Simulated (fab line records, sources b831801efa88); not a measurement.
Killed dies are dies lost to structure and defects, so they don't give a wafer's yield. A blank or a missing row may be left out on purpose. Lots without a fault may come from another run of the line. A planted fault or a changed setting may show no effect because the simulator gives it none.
fab line records | flow gf180mcu | part 2 of 2: steps 24 to 34 of 34
record lots=5 wafers=15 last_day=31
route steps=602 shown MIM@513 M5@526 V5@540
lots that met no fault: from a run of the same line without faults
start_h: hours from the record's first day to the start of the lot's first wafer shown | wait_h: hours since the lot's step before | " the same as in the row above | L1.1+2: a row that stands for several wafers | - no value, or no start given | * or withheld: withheld | < > ~ a bound
route shown NAME@n: a module of which the file shows steps, and the number in the route of the first | usual: mean/standard deviation of fault-free wafers | same: alike in all rows | chamber/n: place in a boat | sites: the reading at each site | _std_site: their standard deviation | _edge_site: outer sites' mean less inner sites' | radius_mm: how far each site lies from the wafer's centre | mask NAME#n: copy n | behind: the tool/chamber that last shaped the wafer | hold: why the lot was held/for how many hours/how that ended | device: the transistor (n, p or np) that didn't switch | end of line: the same wafers' tests at the end of the route | a step without rows: its recipe alone | killed: dies lost to structure and defects at the first sort, not the wafer's yield | map: a wafer's dies, x killed, . not, _ none there
set.NAME: the setting as run; set.NAME@STEP: as run at that earlier step | model.NAME: the simulator's own value behind a step, which no gauge read
lots at some steps of the route; a table a step, a row a wafer
services: from which hour (start_h, from the record's first day; less than 0 if before it) a tool's chamber was out of use, for how many hours, and why
## steps
# step GF_M5_METAL_ETCH_10
# recipe chemistry=Cl2/BCl3 mask_material=KrF target_depth_nm=627.5 stop_on=SiO2 pressure_mtorr=8 icp_w=800 bias_w=140 Cl2_flow_sccm=80 bcl3_flow_sccm=40 time_s=104.6
# usual drypump_motor_current_A=5.9/0.5 oes_product_au=0.971/0.0075 throttle_valve_pct=28.248/0.0099
# same time_s=104.6
# columns lot.wafer tool chamber start_h wait_h drypump_motor_current_A oes_product_au rf_hours_counter_h throttle_valve_pct
L074.1 rie_metal-01 0 613.09 0.0 6.3 0.959 0 28.249
L074.2 " 1 " " 6.1 0.968 9 28.272
L074.4 " 0 " " 6.4 0.972 - 28.256
L075.1 rie_metal-02 0 616.81 0.0 5.6 0.980 11 28.238
L075.2 " 1 " " 6.5 0.966 3 28.254
L075.3 " 0 " " 5.6 0.991 - 28.235
L076.3 rie_metal-04 1 625.18 0.0 6.1 0.975 - 28.237
L076.5 " 0 " " 5.1 0.975 - 28.251
L076.6 " 1 " " 6.1 0.970 - 28.241
L082.1 rie_metal-04 0 680.88 0.0 5.1 0.981 12 28.233
L082.3 " 0 " " 5.1 0.979 - 28.251
L082.4 " 1 " " 6.0 0.984 - 28.251
L084.3 rie_metal-02 0 692.05 0.0 5.6 0.973 - 28.258
L084.4 " 1 " " 6.5 0.967 - 28.264
L084.5 " 1 " " 6.5 0.970 - 28.260
# step GF_M5_STRIP_11
# recipe chemistry=O2/N2 power_w=1400 pressure_mtorr=1500 platen_temp_c=250 o2_flow_sccm=3000 n2_flow_sccm=300 overash_fraction=0.5
# usual drypump_motor_current_A=5.6/0.32 heater_power_w=311/31 oes_product_au=0.543/0.0052 strip_time_to_endpoint_s=7.52/0.055
# columns lot.wafer tool chamber start_h wait_h drypump_motor_current_A heater_power_w oes_product_au rf_hours_counter_h strip_time_to_endpoint_s
L074.1 plasma_asher-03 1 613.21 0.1 6.4 235 0.536 51 7.48
L074.2 " 0 " " 5.2 277 0.539 51 7.53
L074.4 " 0 " " 5.2 279 0.541 - 7.47
L075.1 plasma_asher-01 1 616.92 0.1 5.6 327 0.540 19 7.49
L075.2 " 0 " " 5.5 296 0.540 19 7.46
L075.3 " 0 " " 5.5 294 0.548 - 7.51
L076.3 plasma_asher-04 0 625.29 0.1 6.0 317 0.533 - 7.50
L076.5 " 1 " " 5.4 352 0.530 - 7.44
L076.6 " 0 " " 6.0 308 0.540 - 7.46
L082.1 plasma_asher-03 0 680.99 0.1 5.2 284 0.540 56 7.47
L082.3 " 1 " " 6.4 239 0.546 - 7.49
L082.4 " 0 " " 5.3 267 0.540 - 7.50
L084.3 plasma_asher-01 0 692.16 0.1 5.5 299 0.539 - 7.50
L084.4 " 1 " " 5.6 332 0.543 - 7.53
L084.5 " 1 " " 5.6 323 0.544 - 7.48
# step GF_M5_STRIP_12
# recipe chemistry=post_etch_residue_remover time_s=1200 temp_c=72.5
# same time_s=1200
# columns lot.wafer tool chamber start_h wait_h
L074.1+2+4 wet_bench-03 3 613.31 0.1
L075.1+2+3 wet_bench-03 3 617.02 0.1
L076.3+5+6 wet_bench-04 3 625.36 0.0
L082.1+3+4 wet_bench-04 1 681.09 0.1
L084.3+4+5 wet_bench-01 3 692.22 0.0
# step GF_M5_CLEAN_13
# recipe chemistry=DIW dry=n2_spin
# columns lot.wafer tool chamber start_h wait_h
L074.1+2+4 wet_bench-04 2 613.65 0.0
L075.1+2+3 wet_bench-04 1 617.40 0.0
L076.3+5+6 wet_bench-03 2 625.70 0.0
L082.1+3+4 wet_bench-01 1 681.47 0.0
L084.3+4+5 wet_bench-04 3 692.60 0.0
# step GF_V5_CVD_00
# recipe material=SiO2 target_thk_nm=300 sigma_open_frac=0.3 temp_c=400 time_s=50 sih4_flow_sccm=60 pressure_mtorr=6
# same time_s=50
# columns lot.wafer tool chamber start_h wait_h
L074.1+2+4 hdpcvd-01 2,0,1 613.75 0.0
L075.1+2+3 hdpcvd-02 2,0,1 617.50 0.0
L076.3+5+6 hdpcvd-02 1,1,2 625.88 0.0
L082.1+3+4 hdpcvd-02 2,0,1 681.56 0.0
L084.3+4+5 hdpcvd-02 2,0,2 692.70 0.0
# step GF_V5_THK_MEAS_01
# recipe reads=SiO2_of_V5_CVD_00
# usual V5_CVD_00_THK=299.5/2.8
# columns lot.wafer tool chamber start_h wait_h V5_CVD_00_THK[nm]
L074.1 film_metro-01 - 613.79 0.0 302.7
L074.2 " - " " 300.3
L074.4 " - " " 300.2
L075.1 film_metro-01 - 617.54 0.0 303.6
L075.2 " - " " 304.2
L075.3 " - " " 300.8
L076.3 film_metro-02 - 625.95 0.0 296.9
L076.5 " - " " 296.0
L076.6 " - " " 301.9
L082.1 film_metro-01 - 681.60 0.0 303.0
L082.3 " - " " 305.2
L082.4 " - " " 297.5
L084.3 film_metro-01 - 692.76 0.0 298.3
L084.4 " - " " 300.4
L084.5 " - " " 299.8
# step GF_V5_CVD_02
# recipe material=SiO2 target_thk_nm=1450 precursor=TEOS temp_c=400 time_s=163.28 rf_w=600
# usual heater_power_w=670/150
# same time_s=163.28
# columns lot.wafer tool chamber start_h wait_h heater_power_w
L074.1 pecvd-04 1 613.85 0.1 497
L074.2 " 0 " " 609
L074.4 " 0 " " 488
L075.1 pecvd-04 1 617.60 0.1 497
L075.2 " 0 " " 623
L075.3 " 1 " " 554
L076.3 pecvd-04 2 625.99 0.0 852
L076.5 " 1 " " 496
L076.6 " 2 " " 734
L082.1 pecvd-03 0 681.66 0.1 691
L082.3 " 1 " " 849
L082.4 " 1 " " 923
L084.3 pecvd-04 1 692.80 0.0 604
L084.4 " 1 " " 480
L084.5 " 0 " " 566
# step GF_V5_THK_MEAS_03
# recipe reads=SiO2_of_V5_CVD_02
# usual V5_CVD_02_THK=1447/21
# columns lot.wafer tool chamber start_h wait_h V5_CVD_02_THK[nm]
L074.1 film_metro-03 - 614.01 0.1 1404
L074.2 " - " " 1405
L074.4 " - " " 1419
L075.1 film_metro-03 - 617.76 0.1 1410
L075.2 " - " " 1392
L075.3 " - " " 1416
L076.3 film_metro-01 - 626.11 0.1 1434
L076.5 " - " " 1432
L076.6 " - " " 1450
L082.1 film_metro-02 - 681.77 0.1 1404
L082.3 " - " " 1421
L082.4 " - " " 1443
L084.3 film_metro-02 - 692.93 0.1 1432
L084.4 " - " " 1474
L084.5 " - " " 1474
# step GF_V5_CMP_04
# recipe material=SiO2 down_force_psi=4 platen_rpm=60 pad_velocity_m_s=0.94248
# usual motor_current_A=12.0/0.68
# columns lot.wafer tool chamber start_h wait_h motor_current_A
L074.4 cmp-02 0 614.07 0.0 12.9
L074.1 " 1 " " 11.3
L074.2 " 2 " " 11.2
L075.1 cmp-02 3 617.82 0.1 12.3
L075.3 " 0 " " 13.3
L075.2 " 2 " " 10.6
L076.3 cmp-01 1 626.20 0.1 12.2
L076.5 " 0 " " 11.3
L076.6 " 1 " " 12.6
L082.4 cmp-02 3 681.83 0.0 11.8
L082.1 " 0 " " 13.0
L082.3 " 2 " " 11.3
L084.3 cmp-02 0 692.97 0.0 11.4
L084.4 " 2 " " 10.8
L084.5 " 1 " " 11.4
# step GF_V5_BOW_MEAS_05
# recipe mode=bow
# usual V5_BOW=136/11
# columns lot.wafer tool chamber start_h wait_h V5_BOW[um]
L074.1 film_metro-01 - 614.37 0.2 140
L074.2 " - " " 140
L074.4 " - " " 129
L075.1 film_metro-03 - 618.12 0.2 126
L075.2 " - " " 133
L075.3 " - " " 125
L076.3 film_metro-02 - 626.51 0.3 145
L076.5 " - " " 157
L076.6 " - " " 135
L082.1 film_metro-02 - 682.13 0.2 128
L082.3 " - " " 134
L082.4 " - " " 131
L084.3 film_metro-02 - 693.31 0.3 148
L084.4 " - " " 160
L084.5 " - " " 145
# step GF_V5_DEHYDRATE_06
# recipe temp_c=200 time_s=60
# usual chill_plate_temp_C=23.00/0.12 exhaust_pa=45.1/1
# same time_s=60
# columns lot.wafer tool chamber start_h wait_h chill_plate_temp_C exhaust_pa
L074.1 litho_track-01 0 623.68 9.3 23.13 45.3
L074.2 " 0 " " 23.06 45.9
L074.4 " 0 " " 22.82 45.4
L075.1 litho_track-04 0 627.42 9.3 23.09 46.0
L075.2 " 0 " " 22.98 46.1
L075.3 " 0 " " 23.25 45.2
L076.3 litho_track-01 0 636.03 9.5 22.86 45.4
L076.5 " 0 " " 23.04 46.2
L076.6 " 0 " " 22.96 45.8
L082.1 litho_track-04 0 690.76 8.6 22.76 43.7
L082.3 " 0 " " 22.84 44.0
L082.4 " 0 " " 22.96 44.5
L084.3 litho_track-01 0 701.88 8.6 22.95 47.1
L084.4 " 0 " " 23.00 45.8
L084.5 " 0 " " 22.88 45.6
## services
# columns tool chamber start_h hours kind
rie_diel-03 0 557.79 5.5 repair
rie_metal-02 0 562.30 4.9 repair
hdpcvd-02 - 566.71 2.7 repair
cmp-02 - 570.14 2.7 repair
iline_stepper-02 - 571.90 4.9 repair
cmp-02 - 572.81 4.0 pm
krf_scanner-01 - 573.35 0.8 pm
krf_scanner-01 - 584.11 1.3 pm
rie_metal-03 - 595.78 2.8 pm
pecvd-04 2 602.97 14.9 repair
wet_bench-04 - 615.85 0.8 repair
wet_bench-03 - 623.88 1.6 repair
krf_scanner-01 - 625.61 0.2 repair
wet_bench-04 - 634.41 3.1 repair
rie_diel-03 - 637.10 14.6 pm
rie_metal-02 1 648.53 4.9 repair
plasma_asher-03 - 649.76 20.9 pm
cmp-02 - 651.15 5.9 pm
hdpcvd-02 - 652.96 2.3 repair
hdpcvd-02 - 656.79 1.3 repair
cmp-02 - 661.93 0.9 repair
iline_stepper-02 - 676.52 0.8 repair
iline_stepper-02 - 686.14 1.7 pm
plasma_asher-03 - 701.59 1.7 repair
